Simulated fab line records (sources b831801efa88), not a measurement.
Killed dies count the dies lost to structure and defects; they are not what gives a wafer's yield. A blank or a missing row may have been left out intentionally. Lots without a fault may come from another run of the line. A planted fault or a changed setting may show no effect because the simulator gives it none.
The tool behind it: which one? || flow gf180mcu || 40 wafers from 14 lots sampled at 5 of the route's 602 steps

## WHAT EACH GAUGE READ, for each wafer
GF_VT_IMPLANT_RS_MEAS_49: a four-point-probe measurement. Usual: MVPSD_RS 1168.1 ohm/sq, standard deviation 2.7.
{"lot": "L355", "measured": "day 7 13:01", "on": "filmMetro-04", "MVPSD_RS (ohm/sq)": "1169.2 1173.0 1171.2", "flag": ""}
{"lot": "L356", "measured": "day 7 19:49", "on": "filmMetro-04", "MVPSD_RS (ohm/sq)": "1169.8 1169.8 1170.4", "flag": ""}
{"lot": "L357", "measured": "day 8 01:14", "on": "filmMetro-03", "MVPSD_RS (ohm/sq)": "1169.3 1171.2 1169.1", "flag": ""}
{"lot": "L358", "measured": "day 8 11:18", "on": "filmMetro-02", "MVPSD_RS (ohm/sq)": "1166.2 1168.4 1166.8", "flag": ""}
{"lot": "L359", "measured": "day 8 14:39", "on": "filmMetro-02", "MVPSD_RS (ohm/sq)": "1171.1 1170.9 1168.6", "flag": ""}
{"lot": "L360", "measured": "day 8 22:19", "on": "filmMetro-02", "MVPSD_RS (ohm/sq)": "1171.1 1165.8 1168.1", "flag": ""}
{"lot": "L361", "measured": "day 9 05:08", "on": "filmMetro-03", "MVPSD_RS (ohm/sq)": "1165.5 1167.6 1164.6", "flag": ""}
{"lot": "L365", "measured": "day 10 09:40", "on": "filmMetro-02", "MVPSD_RS (ohm/sq)": "1167.9 1185.6", "flag": "OFF"}
{"lot": "L366", "measured": "day 10 15:47", "on": "filmMetro-04", "MVPSD_RS (ohm/sq)": "1173.3 1193.6", "flag": "OFF"}
{"lot": "L370", "measured": "day 11 20:33", "on": "filmMetro-03", "MVPSD_RS (ohm/sq)": "1168.8 1165.2 1166.5", "flag": ""}
{"lot": "L373", "measured": "day 12 13:19", "on": "filmMetro-04", "MVPSD_RS (ohm/sq)": "1168.3 1169.7 1168.7", "flag": ""}
{"lot": "L374", "measured": "day 12 20:53", "on": "filmMetro-04", "MVPSD_RS (ohm/sq)": "1164.8 1165.2 1169.2", "flag": ""}
{"lot": "L376", "measured": "day 13 08:21", "on": "filmMetro-02", "MVPSD_RS (ohm/sq)": "1165.2 1167.5 1163.9", "flag": ""}
{"lot": "L378", "measured": "day 14 00:23", "on": "filmMetro-03", "MVPSD_RS (ohm/sq)": "1167.1 1168.1 1169.3", "flag": ""}

GF_DUAL_GATE_OVL_MEAS_11. Usual: DUAL_GATE_OVL 0.1 nm, standard deviation 1.2.
{"lot": "L355", "measured": "day 8 06:54", "on": "overlay-01", "DUAL_GATE_OVL (nm)": "0.1 -1.3 0.1", "flag": ""}
{"lot": "L356", "measured": "day 8 14:06", "on": "overlay-01", "DUAL_GATE_OVL (nm)": "3.4 0.0 1.3", "flag": ""}
{"lot": "L357", "measured": "day 8 19:07", "on": "overlay-01", "DUAL_GATE_OVL (nm)": "0.7 -0.8 2.0", "flag": ""}
{"lot": "L358", "measured": "day 9 05:13", "on": "overlay-01", "DUAL_GATE_OVL (nm)": "-0.5 -1.3 0.3", "flag": ""}
{"lot": "L359", "measured": "day 9 10:29", "on": "overlay-02", "DUAL_GATE_OVL (nm)": "0.6 0.9 0.4", "flag": ""}
{"lot": "L360", "measured": "day 9 20:04", "on": "overlay-02", "DUAL_GATE_OVL (nm)": "1.0 -0.1 -1.3", "flag": ""}
{"lot": "L361", "measured": "day 10 05:10", "on": "overlay-02", "DUAL_GATE_OVL (nm)": "-1.1 -1.9 -1.4", "flag": ""}
{"lot": "L365", "measured": "day 11 05:37", "on": "overlay-01", "DUAL_GATE_OVL (nm)": "0.1 1.1", "flag": ""}
{"lot": "L366", "measured": "day 11 12:22", "on": "overlay-02", "DUAL_GATE_OVL (nm)": "3.4 1.8", "flag": ""}
{"lot": "L370", "measured": "day 12 17:46", "on": "overlay-02", "DUAL_GATE_OVL (nm)": "-0.1 1.2 0.3", "flag": ""}
{"lot": "L373", "measured": "day 13 11:07", "on": "overlay-01", "DUAL_GATE_OVL (nm)": "1.6 2.3 0.6", "flag": ""}
{"lot": "L374", "measured": "day 13 20:20", "on": "overlay-02", "DUAL_GATE_OVL (nm)": "-0.6 -1.2 -0.6", "flag": ""}
{"lot": "L376", "measured": "day 14 07:33", "on": "overlay-01", "DUAL_GATE_OVL (nm)": "0.3 0.9 -0.4", "flag": ""}
{"lot": "L378", "measured": "day 14 23:00", "on": "overlay-01", "DUAL_GATE_OVL (nm)": "-0.4 -2.5 -2.8", "flag": ""}

GF_POLY_GATE_THK_MEAS_01. Usual: POLY_GATE_CVD_00_THK 199.8 nm, standard deviation 2.1.
{"lot": "L355", "measured": "day 8 11:46", "on": "filmMetro-03", "POLY_GATE_CVD_00_THK (nm)": "197.7 197.5 197.9", "flag": ""}
{"lot": "L356", "measured": "day 8 18:28", "on": "filmMetro-04", "POLY_GATE_CVD_00_THK (nm)": "201.5 201.3 202.3", "flag": ""}
{"lot": "L357", "measured": "day 9 01:27", "on": "filmMetro-01", "POLY_GATE_CVD_00_THK (nm)": "200.3 198.8 201.5", "flag": ""}
{"lot": "L358", "measured": "day 9 15:11", "on": "filmMetro-01", "POLY_GATE_CVD_00_THK (nm)": "201.5 201.9 201.5", "flag": ""}
{"lot": "L359", "measured": "day 9 15:11", "on": "filmMetro-04", "POLY_GATE_CVD_00_THK (nm)": "198.2 198.8 198.1", "flag": ""}
{"lot": "L360", "measured": "day 10 00:32", "on": "filmMetro-04", "POLY_GATE_CVD_00_THK (nm)": "200.4 201.9 203.2", "flag": ""}
{"lot": "L361", "measured": "day 10 10:13", "on": "filmMetro-04", "POLY_GATE_CVD_00_THK (nm)": "200.4 199.3 199.3", "flag": ""}
{"lot": "L365", "measured": "day 11 10:43", "on": "filmMetro-03", "POLY_GATE_CVD_00_THK (nm)": "201.2 199.6", "flag": ""}
{"lot": "L366", "measured": "day 11 17:26", "on": "filmMetro-03", "POLY_GATE_CVD_00_THK (nm)": "197.8 199.8", "flag": ""}
{"lot": "L370", "measured": "day 12 21:35", "on": "filmMetro-01", "POLY_GATE_CVD_00_THK (nm)": "198.4 196.6 197.7", "flag": ""}
{"lot": "L373", "measured": "day 13 14:16", "on": "filmMetro-04", "POLY_GATE_CVD_00_THK (nm)": "200.9 199.6 200.0", "flag": ""}
{"lot": "L374", "measured": "day 14 00:26", "on": "filmMetro-04", "POLY_GATE_CVD_00_THK (nm)": "200.0 199.7 198.7", "flag": ""}
{"lot": "L376", "measured": "day 14 10:43", "on": "filmMetro-01", "POLY_GATE_CVD_00_THK (nm)": "203.9 205.6 202.4", "flag": ""}
{"lot": "L378", "measured": "day 15 04:05", "on": "filmMetro-01", "POLY_GATE_CVD_00_THK (nm)": "195.0 195.5 195.9", "flag": ""}

## WHAT TOOL EACH LOT RAN ON (gives the tool, then ch and the chambers of the sampled wafers, and finally the start)
{"lot": "L355", "GF_MVPSD_IMPLANT_09": "implanter-01 ch 0, day 5 00:11", "GF_VT_IMPLANT_STRIP_09": "plasmaAsher-01 ch 0,1, day 5 14:40"}
{"lot": "L356", "GF_MVPSD_IMPLANT_09": "implanter-04 ch 0, day 5 06:21", "GF_VT_IMPLANT_STRIP_09": "plasmaAsher-01 ch 0,1, day 5 20:44"}
{"lot": "L357", "GF_MVPSD_IMPLANT_09": "implanter-04 ch 0, day 5 10:38", "GF_VT_IMPLANT_STRIP_09": "plasmaAsher-04 ch 0,1, day 6 01:17"}
{"lot": "L358", "GF_MVPSD_IMPLANT_09": "implanter-04 ch 0, day 5 19:32", "GF_VT_IMPLANT_STRIP_09": "plasmaAsher-04 ch 0,1, day 6 10:01"}
{"lot": "L359", "GF_MVPSD_IMPLANT_09": "implanter-01 ch 0, day 5 23:44", "GF_VT_IMPLANT_STRIP_09": "plasmaAsher-02 ch 0,1, day 6 14:56"}
{"lot": "L360", "GF_MVPSD_IMPLANT_09": "implanter-04 ch 0, day 6 05:45", "GF_VT_IMPLANT_STRIP_09": "plasmaAsher-02 ch 0,1, day 6 21:41"}
{"lot": "L361", "GF_MVPSD_IMPLANT_09": "implanter-03 ch 0, day 6 11:27", "GF_VT_IMPLANT_STRIP_09": "plasmaAsher-02 ch 0,1, day 7 03:10"}
{"lot": "L365", "GF_MVPSD_IMPLANT_09": "implanter-04 ch 0, day 7 13:46", "GF_VT_IMPLANT_STRIP_09": "plasmaAsher-02 ch 0,1, day 8 06:18"}
{"lot": "L366", "GF_MVPSD_IMPLANT_09": "implanter-04 ch 0, day 7 20:39", "GF_VT_IMPLANT_STRIP_09": "plasmaAsher-01 ch 0,1, day 8 12:59"}
{"lot": "L370", "GF_MVPSD_IMPLANT_09": "implanter-01 ch 0, day 8 21:59", "GF_VT_IMPLANT_STRIP_09": "plasmaAsher-01 ch 0,1, day 9 15:06"}
{"lot": "L373", "GF_MVPSD_IMPLANT_09": "implanter-01 ch 0, day 9 11:50", "GF_VT_IMPLANT_STRIP_09": "plasmaAsher-04 ch 0,1, day 10 04:32"}
{"lot": "L374", "GF_MVPSD_IMPLANT_09": "implanter-03 ch 0, day 9 18:41", "GF_VT_IMPLANT_STRIP_09": "plasmaAsher-01 ch 0,1, day 10 12:01"}
{"lot": "L376", "GF_MVPSD_IMPLANT_09": "implanter-01 ch 0, day 10 04:14", "GF_VT_IMPLANT_STRIP_09": "plasmaAsher-04 ch 0,1, day 10 22:23"}
{"lot": "L378", "GF_MVPSD_IMPLANT_09": "implanter-01 ch 0, day 10 17:35", "GF_VT_IMPLANT_STRIP_09": "plasmaAsher-04 ch 0,1, day 11 11:40"}
- GF_MVPSD_IMPLANT_09
- GF_VT_IMPLANT_STRIP_09: strips in O2/N2.

## AS READ BY THE TOOLS THEMSELVES (means over the sampled wafers that have a number; for cases with no such wafer, the mark the record gives instead)
GF_MVPSD_IMPLANT_09. Usual: tiltDeg 0.003 degrees, standard deviation 0.021.
{"lot": "L355", "tool": "implanter-01", "tiltDeg (degrees)": -0.005, "flag": ""}
{"lot": "L356", "tool": "implanter-04", "tiltDeg (degrees)": -0.016, "flag": ""}
{"lot": "L357", "tool": "implanter-04", "tiltDeg (degrees)": -0.029, "flag": ""}
{"lot": "L358", "tool": "implanter-04", "tiltDeg (degrees)": 0.019, "flag": ""}
{"lot": "L359", "tool": "implanter-01", "tiltDeg (degrees)": -0.009, "flag": ""}
{"lot": "L360", "tool": "implanter-04", "tiltDeg (degrees)": 0.036, "flag": ""}
{"lot": "L361", "tool": "implanter-03", "tiltDeg (degrees)": -0.003, "flag": ""}
{"lot": "L365", "tool": "implanter-04", "tiltDeg (degrees)": -0.015, "flag": ""}
{"lot": "L366", "tool": "implanter-04", "tiltDeg (degrees)": -0.009, "flag": ""}
{"lot": "L370", "tool": "implanter-01", "tiltDeg (degrees)": 0.016, "flag": ""}
{"lot": "L373", "tool": "implanter-01", "tiltDeg (degrees)": 0.028, "flag": ""}
{"lot": "L374", "tool": "implanter-03", "tiltDeg (degrees)": -0.009, "flag": ""}
{"lot": "L376", "tool": "implanter-01", "tiltDeg (degrees)": 0.007, "flag": ""}
{"lot": "L378", "tool": "implanter-01", "tiltDeg (degrees)": -0.010, "flag": ""}

GF_VT_IMPLANT_STRIP_09. Usual: drypumpMotorCurrentA 5.6 A, standard deviation 0.36; heaterPowerW 324 W, standard deviation 38; oesProductAu 0.716 a.u., standard deviation 0.0046; stripTimeToEndpointS 12.63 s, standard deviation 0.032.
{"lot": "L355", "tool": "plasmaAsher-01", "drypumpMotorCurrentA (A)": 5.4, "heaterPowerW (W)": 341, "oesProductAu (a.u.)": 0.718, "stripTimeToEndpointS (s)": 12.63, "flag": ""}
{"lot": "L356", "tool": "plasmaAsher-01", "drypumpMotorCurrentA (A)": 5.4, "heaterPowerW (W)": 340, "oesProductAu (a.u.)": 0.714, "stripTimeToEndpointS (s)": 12.64, "flag": ""}
{"lot": "L357", "tool": "plasmaAsher-04", "drypumpMotorCurrentA (A)": 5.3, "heaterPowerW (W)": 287, "oesProductAu (a.u.)": 0.712, "stripTimeToEndpointS (s)": 12.58, "flag": ""}
{"lot": "L358", "tool": "plasmaAsher-04", "drypumpMotorCurrentA (A)": 5.3, "heaterPowerW (W)": 288, "oesProductAu (a.u.)": 0.720, "stripTimeToEndpointS (s)": 12.64, "flag": ""}
{"lot": "L359", "tool": "plasmaAsher-02", "drypumpMotorCurrentA (A)": 5.9, "heaterPowerW (W)": 340, "oesProductAu (a.u.)": 0.715, "stripTimeToEndpointS (s)": 12.65, "flag": ""}
{"lot": "L360", "tool": "plasmaAsher-02", "drypumpMotorCurrentA (A)": 6.1, "heaterPowerW (W)": 366, "oesProductAu (a.u.)": 0.719, "stripTimeToEndpointS (s)": 12.62, "flag": ""}
{"lot": "L361", "tool": "plasmaAsher-02", "drypumpMotorCurrentA (A)": 6.1, "heaterPowerW (W)": 375, "oesProductAu (a.u.)": 0.717, "stripTimeToEndpointS (s)": 12.60, "flag": ""}
{"lot": "L365", "tool": "plasmaAsher-02", "drypumpMotorCurrentA (A)": 6.0, "heaterPowerW (W)": 356, "oesProductAu (a.u.)": 0.720, "stripTimeToEndpointS (s)": 12.62, "flag": ""}
{"lot": "L366", "tool": "plasmaAsher-01", "drypumpMotorCurrentA (A)": 5.5, "heaterPowerW (W)": 338, "oesProductAu (a.u.)": 0.721, "stripTimeToEndpointS (s)": 12.61, "flag": ""}
{"lot": "L370", "tool": "plasmaAsher-01", "drypumpMotorCurrentA (A)": 5.5, "heaterPowerW (W)": 347, "oesProductAu (a.u.)": 0.716, "stripTimeToEndpointS (s)": 12.65, "flag": ""}
{"lot": "L373", "tool": "plasmaAsher-04", "drypumpMotorCurrentA (A)": 5.4, "heaterPowerW (W)": 287, "oesProductAu (a.u.)": 0.719, "stripTimeToEndpointS (s)": 12.68, "flag": ""}
{"lot": "L374", "tool": "plasmaAsher-01", "drypumpMotorCurrentA (A)": 5.5, "heaterPowerW (W)": 348, "oesProductAu (a.u.)": 0.721, "stripTimeToEndpointS (s)": 12.62, "flag": ""}
{"lot": "L376", "tool": "plasmaAsher-04", "drypumpMotorCurrentA (A)": 5.4, "heaterPowerW (W)": 284, "oesProductAu (a.u.)": 0.719, "stripTimeToEndpointS (s)": 12.58, "flag": ""}
{"lot": "L378", "tool": "plasmaAsher-04", "drypumpMotorCurrentA (A)": 5.4, "heaterPowerW (W)": 284, "oesProductAu (a.u.)": 0.710, "stripTimeToEndpointS (s)": 12.65, "flag": ""}

## THE ANSWER, worked out from the rows above alone
Rule: lot off if the mean of its wafers having a number is beyond 3 standard deviations from the usual mean. A lot without any number at a reading at which 4 lots or more have one is off too. The other lots that the step has rows for count as sound. First the gauges in route order, then the tools' own readings, where a lot's mean is used as printed above. At the first step where some lot is off, the reading lying furthest off is the one used; lots without a number count as furthest.
Off: L365, L366, at GF_VT_IMPLANT_RS_MEAS_49 (MVPSD_RS).
A tool fits if, at a process step before that reading, it ran every lot that is off, and no sound lot after the first of them. Those tools and the gauges at GF_VT_IMPLANT_RS_MEAS_49 are tried in the same way. One candidate fits, namely implanter-04 at GF_MVPSD_IMPLANT_09. Its last sound lot is L360 (day 6 05:45), its first lot that is off L365 (day 7 13:46): a fault that began between those two fits.

## WHAT HAD BEEN PUT IN BY THE SIMULATOR
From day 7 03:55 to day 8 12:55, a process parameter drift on implanter-04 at GF_MVPSD_IMPLANT_09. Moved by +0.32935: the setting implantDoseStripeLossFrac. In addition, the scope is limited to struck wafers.
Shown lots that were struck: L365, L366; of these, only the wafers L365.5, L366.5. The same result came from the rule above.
